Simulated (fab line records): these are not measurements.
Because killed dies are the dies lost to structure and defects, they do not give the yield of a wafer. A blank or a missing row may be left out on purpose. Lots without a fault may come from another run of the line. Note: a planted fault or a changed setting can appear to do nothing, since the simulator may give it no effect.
The tool behind it: which one? :: flow sky130 :: at 1 step of a route of 708, 12 lots with 36 wafers sampled

## WHAT THE GAUGES SHOWED, per wafer
SKY_FIELD_ISO_CD_MEAS_13: target cd 150 nm.
lot: L075
measured: day 2 10:19
on: cd-sem-02
cd-nm (nm): 151.5 152.4 150.1

lot: L077
measured: day 2 19:27
on: cd-sem-01
cd-nm (nm): 148.4 149.8 149.1

lot: L079
measured: day 3 05:33
on: cd-sem-02
cd-nm (nm): 153.0 152.3 152.2

lot: L081
measured: day 3 18:23
on: cd-sem-01
cd-nm (nm): 146.3 145.9 147.2

lot: L083
measured: day 4 05:55
on: cd-sem-02
cd-nm (nm): 149.2 149.8 149.6

lot: L085
measured: day 4 14:16
on: cd-sem-02
cd-nm (nm): 149.2 148.2 150.0

lot: L087
measured: day 4 22:14
on: cd-sem-02
cd-nm (nm): 149.3 149.5 148.5

lot: L089
measured: day 5 14:55
on: cd-sem-01
cd-nm (nm): 148.9 149.7 149.8

lot: L091
measured: day 5 23:52
on: cd-sem-01
cd-nm (nm): 149.2 148.4 148.6

lot: L093
measured: day 6 08:32
on: cd-sem-02
cd-nm (nm): 151.4 151.1 149.6

lot: L095
measured: day 6 16:44
on: cd-sem-02
cd-nm (nm): 148.2 147.8 147.7

lot: L097
measured: day 7 02:34
on: cd-sem-02
cd-nm (nm): 148.7 148.2 148.1

## TOOL THAT RAN EACH LOT (tool first, then ch and the chambers of the sampled wafers, then the start)
The record shows no process step preceding these readings.

## THE ANSWER, worked out from the rows above alone
Rule: the usual values come from the lots themselves. Put in order of their means at a reading, lots are off if they are a third of the lots or fewer, leave a main group of 4 or more, and stand apart from it by a gap of 3 or more times the standard deviation of the main group's means; of several such gaps the widest counts. Not used: any main group whose means are identical at the precision the tables above print for the reading. A lot without any number at a reading at which 4 lots or more have one is off too. All remaining lots with rows at the step are treated as sound.
Across all readings shown, no lot is off: no conclusion can be drawn from this.

## WHAT WAS PUT IN BY THE SIMULATOR
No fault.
